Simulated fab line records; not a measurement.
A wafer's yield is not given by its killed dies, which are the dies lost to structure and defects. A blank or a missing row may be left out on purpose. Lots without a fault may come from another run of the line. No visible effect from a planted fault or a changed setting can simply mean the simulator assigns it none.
Chamber matching	flow sky130	SKY_LI_CONTACT_CMP_02 on cmp-01: 4 sister chambers
The step polishes PSG. 8 wafers are shown with their chamber, then 8 later ones without.

== WAFERS, EACH WITH ITS CHAMBER ==
wafer	chamber	time to endpoint s (s)	motor current A (A)
L329.1	2	26	12.1
L330.1	2	28	12.2
L330.3	1	30	12.2
L332.3	1	32	10.9
L336.2	3	38	10.9
L336.4	0	33	11.9
L336.5	0	35	11.1
L337.2	3	36	11.2

== WAFERS WHOSE CHAMBER IS MISSING ==
wafer	time to endpoint s (s)	motor current A (A)
L337.4	35	12.0
L337.6	29	13.1
L349.3	32	11.0
L349.5	29	12.3
L349.6	36	11.5
L350.1	28	10.7
L350.3	30	12.5
L350.6	36	10.2

== CHAMBER TAKEN BY EACH ==
wafer	from the rows above	in truth
L337.4	can't be placed: 0 or 3 or 1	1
L337.6	can't be placed: 2 or 1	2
L349.3	can't be placed: 1 or 0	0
L349.5	can't be placed: 2 or 1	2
L349.6	can't be placed: 3 or 0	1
L350.1	can't be placed: 1 or 2 or 0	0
L350.3	can't be placed: 1 or 2 or 0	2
L350.6	can't be placed: 3 or 0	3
Correct placement for 0 of the 8. Can't be placed from these rows: 8 (the true chamber is among the candidates in 7). Number placed wrongly: 0.
How it was worked out, from the rows above alone: a wafer's distance from a chamber is the root of the sum, over the readings, of the square of ((its reading less the chamber's mean) divided by the reading's scatter). The wafer belongs to the nearest chamber; if the next one is less than 2 further off, it can't be placed. The mean given for a chamber averages the wafers shown for that chamber. The scatter: the root of (the sum of the squares of (reading less its chamber's mean) over the shown wafers, divided by (wafers less chambers)).
